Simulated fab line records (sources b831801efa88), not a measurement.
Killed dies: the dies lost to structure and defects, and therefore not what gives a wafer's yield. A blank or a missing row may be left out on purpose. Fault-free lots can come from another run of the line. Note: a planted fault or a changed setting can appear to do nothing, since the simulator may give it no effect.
Which tool is to blame? :: flow gf180mcu :: 13 lots, 39 wafers sampled, at 2 steps of a route of 602

## WHAT THE GAUGES SHOWED, per wafer
GF_HV_LDD_OVL_MEAS_20. Usual: HV_LDD_01_OVL gives 0.2 nm (standard deviation 1.5).
lot: L209
measured: day 10 18:52
on: overlay-01
HV_LDD_01_OVL (nm): 1.0 -0.5 -2.0
flag: 

lot: L210
measured: day 11 10:22
on: overlay-01
HV_LDD_01_OVL (nm): -0.6 -1.4 -1.4
flag: 

lot: L211
measured: day 11 16:01
on: overlay-02
HV_LDD_01_OVL (nm): 0.7 -1.2 1.7
flag: 

lot: L212
measured: day 11 23:09
on: overlay-02
HV_LDD_01_OVL (nm): 0.5 -0.2 1.1
flag: 

lot: L213
measured: day 12 09:42
on: overlay-01
HV_LDD_01_OVL (nm): 1.4 0.3 1.3
flag: 

lot: L214
measured: day 12 21:10
on: overlay-01
HV_LDD_01_OVL (nm): 2.5 0.1 1.0
flag: 

lot: L215
measured: day 13 01:22
on: overlay-01
HV_LDD_01_OVL (nm): -0.8 -2.6 -0.6
flag: 

lot: L219
measured: day 14 06:35
on: overlay-01
HV_LDD_01_OVL (nm): -0.3 -0.2 0.6
flag: 

lot: L226
measured: day 16 07:32
on: overlay-01
HV_LDD_01_OVL (nm): -2.8 -1.8 -2.0
flag: 

lot: L229
measured: day 17 05:20
on: overlay-01
HV_LDD_01_OVL (nm): -1.0 0.2 0.4
flag: 

lot: L230
measured: day 17 17:19
on: overlay-01
HV_LDD_01_OVL (nm): 1.8 -1.8 2.5
flag: 

lot: L231
measured: day 17 21:44
on: overlay-02
HV_LDD_01_OVL (nm): -1.3 -0.4 0.7
flag: 

lot: L232
measured: day 18 06:00
on: overlay-02
HV_LDD_01_OVL (nm): 0.5 0.5 2.6
flag: 

GF_SAB_OVL_MEAS_10. Usual: SAB_OVL gives 0.6 nm (standard deviation 1.3).
lot: L209
measured: day 15 02:42
on: overlay-01
SAB_OVL (nm): -0.9 0.2 -1.0
flag: 

lot: L210
measured: day 15 22:40
on: overlay-01
SAB_OVL (nm): 2.2 1.8 2.5
flag: 

lot: L211
measured: day 16 05:04
on: overlay-02
SAB_OVL (nm): 1.0 0.5 1.2
flag: 

lot: L212
measured: day 16 11:45
on: overlay-02
SAB_OVL (nm): 1.8 2.0 2.3
flag: 

lot: L213
measured: day 17 00:25
on: overlay-02
SAB_OVL (nm): 1.3 1.3 1.4
flag: 

lot: L214
measured: day 17 14:12
on: overlay-02
SAB_OVL (nm): 1.5 1.7 0.9
flag: 

lot: L215
measured: day 17 20:19
on: overlay-02
SAB_OVL (nm): -1.1 0.2 -2.0
flag: 

lot: L219
measured: day 19 04:59
on: overlay-01
SAB_OVL (nm): 1.3 0.7 0.6
flag: 

lot: L226
measured: day 21 12:41
on: overlay-02
SAB_OVL (nm): 1.9 0.9 1.2
flag: 

lot: L229
measured: day 22 11:29
on: overlay-01
SAB_OVL (nm): 1.3 1.4 0.6
flag: 

lot: L230
measured: day 22 23:36
on: overlay-01
SAB_OVL (nm): -1.0 1.8 1.6
flag: 

lot: L231
measured: day 23 03:12
on: overlay-02
SAB_OVL (nm): 0.9 2.0 0.2
flag: 

lot: L232
measured: day 23 12:38
on: overlay-02
SAB_OVL (nm): -1.5 -3.9 -0.5
flag: 

## EACH LOT AND THE TOOL THAT RAN IT (in order: tool; ch and the chambers of the sampled wafers; start)
Record: no process step prior to these readings.

## AS READ BY THE TOOLS THEMSELVES (means over the sampled wafers that have a number; for cases with no such wafer, the mark the record gives instead)
The record holds no such reading with a usual standard deviation.

## THE ANSWER, worked out from the rows above alone
Rule: a lot is off if the mean of its wafers that have a number lies more than 3 standard deviations from the usual mean. A lot without any number at a reading at which 4 lots or more have one is off too. All remaining lots with rows at the step are treated as sound. After the gauges, taken in route order, come the tools' own readings; for these a lot's mean is taken, as printed above. The first step at which some lot is off is used, and at that step the reading that is off furthest; a lot without a number counts as furthest.
Across all readings shown, no lot is off: no conclusion can be drawn from this.

## WHAT HAD BEEN PUT IN BY THE SIMULATOR
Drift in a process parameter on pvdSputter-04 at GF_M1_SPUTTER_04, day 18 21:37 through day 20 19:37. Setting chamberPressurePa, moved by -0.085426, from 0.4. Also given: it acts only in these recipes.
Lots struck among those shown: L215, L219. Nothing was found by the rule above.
